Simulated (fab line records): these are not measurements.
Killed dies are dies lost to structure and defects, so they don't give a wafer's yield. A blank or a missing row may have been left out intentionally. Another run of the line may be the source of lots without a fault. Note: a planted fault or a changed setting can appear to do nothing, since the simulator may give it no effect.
Chamber matching ; flow gf180mcu ; GF_PASSIVATION_CVD_02 on pecvd-04 has 3 sister chambers
The step deposits Si3N4, target thk 700 nm, time 486.18 s. 3 wafers are shown with their chamber, then 10 later ones without.

== EACH WAFER AND ITS CHAMBER ==
wafer;chamber;heater_power_w (W)
L082.6;2;792
L086.1;1;777
L086.3;0;535

== WAFERS WITH NO CHAMBER GIVEN ==
wafer;heater_power_w (W)
L086.4;799
L089.1;842
L089.2;650
L089.6;749
L092.1;727
L092.3;602
L092.4;766
L097.3;808
L097.4;831
L097.6;770

== WHICH CHAMBER EACH WENT THROUGH ==
wafer;from the rows above;in truth
L086.4;can't be placed: 2 or 1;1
L089.1;can't be placed: 2 or 1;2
L089.2;can't be placed: 0 or 1 or 2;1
L089.6;can't be placed: 1 or 2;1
L092.1;can't be placed: 1 or 2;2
L092.3;0;0
L092.4;can't be placed: 1 or 2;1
L097.3;can't be placed: 2 or 1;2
L097.4;can't be placed: 2 or 1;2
L097.6;can't be placed: 1 or 2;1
Placed correctly: 1 of 10. Not placeable from these rows: 9 (in 9, the candidates include the true chamber). Placed wrongly: 0.
How it was worked out, from the rows above alone: a wafer's distance from a chamber is the root of the sum, over the readings, of the square of ((its reading less the chamber's mean) divided by the reading's scatter). If the next closest chamber is less than 2 further off than the closest, the wafer can't be placed; otherwise it belongs to the closest. Each chamber's mean is taken over the wafers shown for it. The scatter: with one shown wafer a chamber, the root of the mean of the squares of how far each hidden wafer lies from its nearest shown one.
